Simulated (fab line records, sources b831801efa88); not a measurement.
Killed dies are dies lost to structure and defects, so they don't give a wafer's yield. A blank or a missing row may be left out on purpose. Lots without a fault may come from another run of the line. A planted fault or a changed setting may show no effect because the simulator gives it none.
Tool commonality check | flow sky130 | 14 lots, 42 wafers sampled

WHY IT WAS OPENED
At SKY_NWELL_TW_MEAS_15 the reading NWELL_TW is flagged on 2 of 14 lots. Wafers without a fault read 1829, standard deviation 12.
Rule: a lot is flagged when every wafer of it that has a number lies more than 4 standard deviations from that mean, or none has a number. The other lots count as sound.

lot  | measured    | on            | NWELL_TW, wafer by wafer | flag
L778 | day 4 18:38 | film_metro-02 | 1814 1825 1823           |
L777 | day 4 18:44 | film_metro-02 | 1815 1818 1813           |
L779 | day 4 23:26 | film_metro-03 | 1841 1843 1853           |
L781 | day 5 09:37 | film_metro-02 | 1846 1837 1835           |
L782 | day 5 14:16 | film_metro-02 | 1830 1828 1825           |
L783 | day 6 04:52 | film_metro-03 | 1838 1852 1840           |
L784 | day 6 09:12 | film_metro-02 | 1827 1818 1824           |
L785 | day 6 14:08 | film_metro-03 | 1851 1847 1850           |
L786 | day 6 19:31 | film_metro-02 | 1816 1820 1837           |
L787 | day 6 22:45 | film_metro-02 | 1821 1833 1829           |
L790 | day 7 23:22 | film_metro-02 | 1560 1564 1561           | FLAGGED
L793 | day 8 19:28 | film_metro-03 | 1578 1563 1565           | FLAGGED
L797 | day 9 13:41 | film_metro-04 | 1815 1823 1814           |
L798 | day 9 15:44 | film_metro-02 | 1819 1828 1834           |
The numbers of the flagged lots are 1565 on average: -264 against the usual, or -22 standard deviations.

WHICH TOOL RAN EACH LOT
The record holds 1 process step before the reading, out of a route of 708 steps. In each cell: the tool, then ch and the chambers that the sampled wafers went through, then the start.
lot  | flag    | SKY_NWELL_IMPLANT_11
L778 |         | implanter-01 ch 0, day 4 18:05
L777 |         | implanter-03 ch 0, day 4 18:11
L779 |         | implanter-01 ch 0, day 4 22:53
L781 |         | implanter-03 ch 0, day 5 09:04
L782 |         | implanter-03 ch 0, day 5 13:43
L783 |         | implanter-01 ch 0, day 6 04:19
L784 |         | implanter-02 ch 0, day 6 08:39
L785 |         | implanter-02 ch 0, day 6 13:35
L786 |         | implanter-03 ch 0, day 6 18:59
L787 |         | implanter-02 ch 0, day 6 22:12
L790 | FLAGGED | implanter-03 ch 0, day 7 22:49
L793 | FLAGGED | implanter-03 ch 0, day 8 18:56
L797 |         | implanter-02 ch 0, day 9 13:08
L798 |         | implanter-02 ch 0, day 9 15:13
What these steps do:
- SKY_NWELL_IMPLANT_11
- SKY_NWELL_TW_MEAS_15

FLAGGED OVER TOTAL, TOOL BY TOOL (the gauges that took the reading come last)
step                 | tool          | lots run | flagged | share of the flagged lots | sound lots run after its first flagged lot
SKY_NWELL_IMPLANT_11 | implanter-01  | 3        | 0       | none                      | -
SKY_NWELL_IMPLANT_11 | implanter-02  | 5        | 0       | none                      | -
SKY_NWELL_IMPLANT_11 | implanter-03  | 6        | 2       | all                       | 0
SKY_NWELL_TW_MEAS_15 | film_metro-02 | 9        | 1       | some                      | 1 (L798)
SKY_NWELL_TW_MEAS_15 | film_metro-03 | 4        | 1       | some                      | 0
SKY_NWELL_TW_MEAS_15 | film_metro-04 | 1        | 0       | none                      | -

WHAT THE TABLE ALLOWS
1 row of the table ran every flagged lot: implanter-03 at SKY_NWELL_IMPLANT_11.
- implanter-03 at SKY_NWELL_IMPLANT_11: 2 of its 6 lots flagged. Its last sound lot is L786 (day 6 18:59), its first flagged lot L790 (day 7 22:49): a fault that began between those two fits. Its own readings lie more than 4 standard deviations out on every wafer of the flagged lots: dose_ions_cm2, faraday_current_uA.
One tool is left: implanter-03 at SKY_NWELL_IMPLANT_11.

WHAT THE SIMULATOR HAD PUT IN
Process parameter drift: implanter-03, from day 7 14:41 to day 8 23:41, at SKY_NWELL_IMPLANT_11. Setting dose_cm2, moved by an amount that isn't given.
Lots struck among those shown: L790, L793. The rule above found the same.
